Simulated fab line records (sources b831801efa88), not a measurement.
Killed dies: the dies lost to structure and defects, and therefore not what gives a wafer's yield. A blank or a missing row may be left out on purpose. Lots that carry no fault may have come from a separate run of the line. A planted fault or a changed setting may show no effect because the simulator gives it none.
The tool behind it: which one? || flow gf180mcu || 13 lots, 39 wafers sampled, at 3 steps of a route of 602

WHAT THE GAUGES READ, wafer by wafer
GF_V5_RS_MEAS_24: measurement is done with a four-point probe.
{"lot": "L915", "measured": "day 27 06:24", "on": "film_metro-04", "V5_W_RS (ohm/sq)": "0.323 0.328 0.326"}
{"lot": "L916", "measured": "day 27 11:52", "on": "film_metro-03", "V5_W_RS (ohm/sq)": "0.325 0.331 0.332"}
{"lot": "L917", "measured": "day 27 17:06", "on": "film_metro-01", "V5_W_RS (ohm/sq)": "0.315 0.319 0.327"}
{"lot": "L918", "measured": "day 28 04:23", "on": "film_metro-03", "V5_W_RS (ohm/sq)": "0.326 0.326 0.322"}
{"lot": "L921", "measured": "day 28 23:34", "on": "film_metro-01", "V5_W_RS (ohm/sq)": "0.333 0.316 0.331"}
{"lot": "L922", "measured": "day 29 02:43", "on": "film_metro-04", "V5_W_RS (ohm/sq)": "0.315 0.319 0.332"}
{"lot": "L924", "measured": "day 29 21:51", "on": "film_metro-01", "V5_W_RS (ohm/sq)": "0.328 0.318 0.318"}
{"lot": "L925", "measured": "day 30 06:52", "on": "film_metro-04", "V5_W_RS (ohm/sq)": "0.320 0.331 0.331"}
{"lot": "L926", "measured": "day 30 17:00", "on": "film_metro-03", "V5_W_RS (ohm/sq)": "0.333 0.321 0.332"}
{"lot": "L930", "measured": "day 31 14:20", "on": "film_metro-03", "V5_W_RS (ohm/sq)": "0.323 0.307 0.322"}
{"lot": "L936", "measured": "day 33 05:08", "on": "film_metro-03", "V5_W_RS (ohm/sq)": "0.328 0.330 0.328"}
{"lot": "L937", "measured": "day 33 11:02", "on": "film_metro-03", "V5_W_RS (ohm/sq)": "0.325 0.325 0.324"}
{"lot": "L938", "measured": "day 33 19:11", "on": "film_metro-03", "V5_W_RS (ohm/sq)": "0.325 0.326 0.327"}

GF_V5_THK_MEAS_25: measures by xrf.
{"lot": "L915", "measured": "day 27 06:30", "on": "film_metro-04", "V5_W_THK (nm)": "354 350 351"}
{"lot": "L916", "measured": "day 27 11:58", "on": "film_metro-03", "V5_W_THK (nm)": "348 342 340"}
{"lot": "L917", "measured": "day 27 17:13", "on": "film_metro-01", "V5_W_THK (nm)": "360 355 349"}
{"lot": "L918", "measured": "day 28 04:29", "on": "film_metro-03", "V5_W_THK (nm)": "351 349 353"}
{"lot": "L921", "measured": "day 28 23:40", "on": "film_metro-01", "V5_W_THK (nm)": "343 363 343"}
{"lot": "L922", "measured": "day 29 02:49", "on": "film_metro-04", "V5_W_THK (nm)": "363 356 347"}
{"lot": "L924", "measured": "day 29 21:58", "on": "film_metro-01", "V5_W_THK (nm)": "343 357 357"}
{"lot": "L925", "measured": "day 30 06:59", "on": "film_metro-04", "V5_W_THK (nm)": "360 344 346"}
{"lot": "L926", "measured": "day 30 17:07", "on": "film_metro-03", "V5_W_THK (nm)": "338 350 338"}
{"lot": "L930", "measured": "day 31 14:26", "on": "film_metro-03", "V5_W_THK (nm)": "348 369 349"}
{"lot": "L936", "measured": "day 33 05:14", "on": "film_metro-03", "V5_W_THK (nm)": "343 344 345"}
{"lot": "L937", "measured": "day 33 11:09", "on": "film_metro-03", "V5_W_THK (nm)": "348 347 347"}
{"lot": "L938", "measured": "day 33 19:17", "on": "film_metro-03", "V5_W_THK (nm)": "347 348 343"}

WHICH TOOL RAN EACH LOT (tool, then ch and the chambers of the sampled wafers, then the start)
{"lot": "L915", "GF_V5_CVD_23": "cvd_w-02 ch 0,1, day 27 06:17"}
{"lot": "L916", "GF_V5_CVD_23": "cvd_w-02 ch 0,1, day 27 11:45"}
{"lot": "L917", "GF_V5_CVD_23": "cvd_w-01 ch 0,1, day 27 16:58"}
{"lot": "L918", "GF_V5_CVD_23": "cvd_w-02 ch 1, day 28 04:14"}
{"lot": "L921", "GF_V5_CVD_23": "cvd_w-01 ch 0,1, day 28 23:22"}
{"lot": "L922", "GF_V5_CVD_23": "cvd_w-01 ch 0,1, day 29 02:35"}
{"lot": "L924", "GF_V5_CVD_23": "cvd_w-01 ch 0,1, day 29 21:43"}
{"lot": "L925", "GF_V5_CVD_23": "cvd_w-01 ch 0,1, day 30 06:46"}
{"lot": "L926", "GF_V5_CVD_23": "cvd_w-01 ch 0,1, day 30 16:53"}
{"lot": "L930", "GF_V5_CVD_23": "cvd_w-01 ch 0,1, day 31 14:13"}
{"lot": "L936", "GF_V5_CVD_23": "cvd_w-02 ch 0,1, day 33 05:01"}
{"lot": "L937", "GF_V5_CVD_23": "cvd_w-02 ch 0,1, day 33 10:55"}
{"lot": "L938", "GF_V5_CVD_23": "cvd_w-02 ch 0,1, day 33 19:04"}
- GF_V5_CVD_23: deposits W, target thk 350 nm, time 104.9 s.

AS READ BY THE TOOLS THEMSELVES (means over the sampled wafers that have a number; for cases with no such wafer, the mark the record gives instead)
GF_V5_CVD_23.
{"lot": "L915", "tool": "cvd_w-02", "heater_power_w (W)": 1020}
{"lot": "L916", "tool": "cvd_w-02", "heater_power_w (W)": 930}
{"lot": "L917", "tool": "cvd_w-01", "heater_power_w (W)": 860}
{"lot": "L918", "tool": "cvd_w-02", "heater_power_w (W)": 859}
{"lot": "L921", "tool": "cvd_w-01", "heater_power_w (W)": 866}
{"lot": "L922", "tool": "cvd_w-01", "heater_power_w (W)": 868}
{"lot": "L924", "tool": "cvd_w-01", "heater_power_w (W)": 874}
{"lot": "L925", "tool": "cvd_w-01", "heater_power_w (W)": 855}
{"lot": "L926", "tool": "cvd_w-01", "heater_power_w (W)": 859}
{"lot": "L930", "tool": "cvd_w-01", "heater_power_w (W)": 875}
{"lot": "L936", "tool": "cvd_w-02", "heater_power_w (W)": 1022}
{"lot": "L937", "tool": "cvd_w-02", "heater_power_w (W)": 939}
{"lot": "L938", "tool": "cvd_w-02", "heater_power_w (W)": 1044}

THE ANSWER, worked out from the rows above alone
Rule: the usual values come from the lots themselves. The widest of any qualifying gaps counts: lots, ordered by their means at a reading, are off when they make up no more than a third of the lots, leave a main group of 4 or more, and stand apart from it by 3 or more times the standard deviation of that group's means. If all means in a main group match to the digits the tables above print for the reading, that group is not used. Also off: a lot with no number at a reading for which 4 or more lots have one. Where the step has rows for the other lots, those lots are counted as sound. First the gauges in route order, then the tools' own readings, where a lot's mean is used as printed above. At the first step where some lot is off, the reading lying furthest off is the one used; lots without a number count as furthest.
Across all readings shown, no lot is off: no conclusion can be drawn from this.

WHAT THE SIMULATOR PUT IN
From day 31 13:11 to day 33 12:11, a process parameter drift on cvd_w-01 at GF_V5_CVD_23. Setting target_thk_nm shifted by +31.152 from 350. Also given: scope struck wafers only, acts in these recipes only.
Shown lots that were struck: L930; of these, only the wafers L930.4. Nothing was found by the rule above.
